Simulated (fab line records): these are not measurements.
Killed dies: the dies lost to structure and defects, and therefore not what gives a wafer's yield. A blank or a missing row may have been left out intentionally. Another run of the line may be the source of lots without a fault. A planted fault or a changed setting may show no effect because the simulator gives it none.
8D (eight disciplines) problem report, filled in by code -- flow sky130 -- the parts of the form that need people (team, actions taken, sign-off) are left out

== 1. WHAT WENT WRONG ==
GATE_OXIDE_TW at SKY_GATE_OXIDE_TW_MEAS_14 reads a mean of 29.6 on 4 wafers of 3 lots; wafers without a fault read 222.5 with a standard deviation of 2.3. That puts it -84 standard deviations away from the usual mean.
The first sign was on wafer L640.1 at day 17 07:11, on filmMetro-04. Wafers with a number at this step in the record: 39, from 13 lots. Rule for "out", or "out of limits": more than 4 standard deviations from the usual mean. The rest of the wafers with a number are treated as sound.

== 2. WHAT IT IS; WHAT IT IS NOT ==
question,is,is not
which readings at this step,GATE_OXIDE_TW,-
which lots,"L640, L641, L642","L631, L632, L633, L634, L638, L643, L649, L652, L653, L654"
which wafers of those lots,"L640.1, L640.4, L641.4, L642.2","L640.3, L641.5, L641.6, L642.3, L642.6"
read on which gauges,"filmMetro-01, filmMetro-03, filmMetro-04",-
when,from day 17 07:11,"up to then (16 sound wafers); but 19 sound wafers of L641, L642, L643, L649, L652, L653, L654 came after"

== 3. SUSPECTS, AND WHAT RULES EACH OUT ==
Counting: if a tool at a process step up to the reading ran every lot that is out, it stays a suspect. Sound lots after the first of them don't rule it out here, since some wafers of a struck lot are sound.
- the gauge at SKY_GATE_OXIDE_TW_MEAS_14 has been ruled out. Those wafers that are out were read across 3 gauges (filmMetro-01, filmMetro-03, filmMetro-04).
- lithoTrack-03 at SKY_GATE_OXIDE_DEVELOP_09 (develop time 60 s): kept. Ran every lot that is out, first one L640 (day 17 06:39); last sound lot up to then L638 (day 16 13:52).
The count leaves lithoTrack-03 at SKY_GATE_OXIDE_DEVELOP_09.

== 4. THE CAUSE (what the simulator had put in) ==
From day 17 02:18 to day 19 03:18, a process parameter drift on lithoTrack-03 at SKY_GATE_OXIDE_DEVELOP_09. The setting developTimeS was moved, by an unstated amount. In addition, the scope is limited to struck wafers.
After counting, this tool was the only one left.

== 5. THE EFFECT CHAIN, in route order ==
Rows list readings where the struck wafers' mean (over those with a number) sits beyond 3 standard deviations from the usual. Only readings for which the record gives a usual standard deviation are gone through. hours: the time from each lot's start at the first step in this table that gives one to its start at this step, as a median over the lots. sigmas: the change in usual standard deviations.
hours,step,reading,usual,on struck wafers,change,sigmas
0,SKY_GATE_OXIDE_TW_MEAS_14,GATE_OXIDE_TW,222.5,29.6,-192.9,-84
747,SKY_PAD_OPEN_PROBE_99,killedAtFrontEnd,15,426,+412,+89
747,SKY_PAD_OPEN_PROBE_99,killedDies,85,492,+407,+41
747,SKY_PAD_OPEN_PROBE_99,killedOnRim,17,96,+79,+21
The process steps in it:
- SKY_PAD_OPEN_PROBE_99
Readings that are blank on the struck wafers while sound wafers have them: GATE_OXIDE_OVL at SKY_GATE_OXIDE_OVL_MEAS_10.

== 6. WHAT WOULD HAVE CAUGHT IT SOONER ==
The first out-of-limits reading at a measuring or inspecting step in this record came at day 17 07:11, 5 hours after the fault's start at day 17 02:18.
Between SKY_GATE_OXIDE_DEVELOP_09 and SKY_GATE_OXIDE_TW_MEAS_14, SKY_GATE_OXIDE_OVL_MEAS_10 gave no GATE_OXIDE_OVL on the struck wafers, where sound wafers have one: a measuring or inspecting step that comes back empty is itself a sign.
L641, L642, from the lots that are out (3), started SKY_GATE_OXIDE_DEVELOP_09 on lithoTrack-03 later than day 17 07:11. A hold on the tool at that time would have spared those 2.
